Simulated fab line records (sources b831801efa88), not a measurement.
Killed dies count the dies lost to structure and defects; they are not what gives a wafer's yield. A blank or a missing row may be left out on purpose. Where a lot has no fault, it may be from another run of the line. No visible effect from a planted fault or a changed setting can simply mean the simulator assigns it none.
A struck lot beside a sound one    flow sky130    16 steps out of a route of 708
Sound: the wafers L460.1, L460.2, L460.3. Struck: wafer L459.4 (left out: L459.3, a lot-mate that was not struck); the cause follows at the end.
At each step with rows: each side's tool, then ch and its chambers, then its first start. Under that, the readings that differ: sound wafers    struck wafers    difference of the means    sigmas: that difference in standard deviations of wafers without a fault.
alike: a reading whose means differ by less than 2 such deviations, as well as words and numbers matching on both sides. not compared: withheld readings; readings where some wafer has no value; bounds like >300 that might hide an equal value; numbers whose values overlap and for which the record gives no deviation.
The two part at a step that has a row with sigmas, a row that says differs or no value, or rows on one side only. Numbers that don't overlap but have no deviation are shown without sigmas and don't part them. A reading missing from all wafers of one side parts the sides only when that side holds two or more wafers.

SKY_VIA3_CMP_02: polishes SiO2.
  sound on cmp-02 ch 0,2,3, day 44 14:57; struck on cmp-02 ch 2, day 44 19:09
  alike: motorCurrentA
SKY_VIA3_BOW_MEAS_03:
  sound on filmMetro-02 at day 44 15:12; struck on filmMetro-02 at day 44 19:26
  alike: VIA3_BOW
then, 8 steps without rows for these wafers: SKY_VIA3_DEHYDRATE_04 (time 60 s); SKY_VIA3_HMDS_05 (prime time 60 s); SKY_VIA3_COAT_06 (resist thk 60 nm); SKY_VIA3_COAT_07 (resist thk 450 nm); SKY_VIA3_SOFTBAKE_08 (time 90 s); SKY_VIA3_EXPOSE_09 (exposes mask VIM3, target cd 200 nm); SKY_VIA3_PEB_10; SKY_VIA3_DEVELOP_11 (develop time 60 s).
SKY_VIA3_CD_MEAS_12: the cd target is 200 nm.
  sound on cdSem-02 at day 45 12:27; struck on cdSem-02 at day 45 17:03
  alike: cdNm
SKY_VIA3_OVL_MEAS_13:
  sound on overlay-01 at day 45 12:34; struck on overlay-01 at day 45 17:09
  alike: VIA3_OVL
SKY_VIA3_ETCH_14: etches BARC in N2/H2, stops on SiO2, time 45.9 s, target depth 60 nm.
  sound on rieDiel-03 ch 0,1,3, day 45 12:36; struck on rieDiel-04 ch 0, day 45 17:10
reading                                     sound              struck  difference  sigmas
oesProductAu (a.u.)                         0.857 0.849 0.860  0.957   +0.102      +22
rfHoursCounterH (h)                         14 6 17            3       -9          
runLengthS (s)                              74.0 73.9 73.9     69.8    -4.1        -9
model.KrF-thick_of_VIA3_COAT_07.thkNm (nm)  392.9 394.3 392.8  397.7   +4.4        
  alike: drypumpMotorCurrentA, h2FlowSccm, n2FlowSccm, throttleValvePct
SKY_VIA3_ETCH_15: etches SiO2 in C4F8/O2/Ar, stops on TiN, target depth 507 nm, time 78 s.
  sound on rieDiel-03 ch 0,1,3, day 45 12:38; struck on rieDiel-04 ch 0, day 45 17:13
reading                                     sound              struck  difference  sigmas
rfHoursCounterH (h)                         14 7 17            3       -10         
runLengthS (s)                              105.6 106.2 106.0  107.0   +1.1        +3
model.KrF-thick_of_VIA3_COAT_07.thkNm (nm)  290.3 293 290.5    296.5   +5.2        
  alike: oesProductAu
SKY_VIA3_STRIP_16: strips in O2/N2.
  sound on plasmaAsher-03 ch 0,1, day 45 12:42; struck on plasmaAsher-04 ch 1, day 45 17:19
reading            sound              struck  difference  sigmas
n2FlowSccm (sccm)  301.4 301.3 301.4  299.5   -1.9        -2
  alike: drypumpMotorCurrentA, oesProductAu, stripTimeToEndpointS
  not compared: rfHoursCounterH
SKY_PAD_OPEN_PROBE_99:
  sound wafers here have rows in the record (prober-02, day 50 14:17); struck ones have none

## WHERE THEY PART
At SKY_VIA3_ETCH_14 first; at SKY_PAD_OPEN_PROBE_99 last (within this record only).

WHY: whatever the simulator had introduced
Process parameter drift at SKY_VIA3_ETCH_14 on rieDiel-04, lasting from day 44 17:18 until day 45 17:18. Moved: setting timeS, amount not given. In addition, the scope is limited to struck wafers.
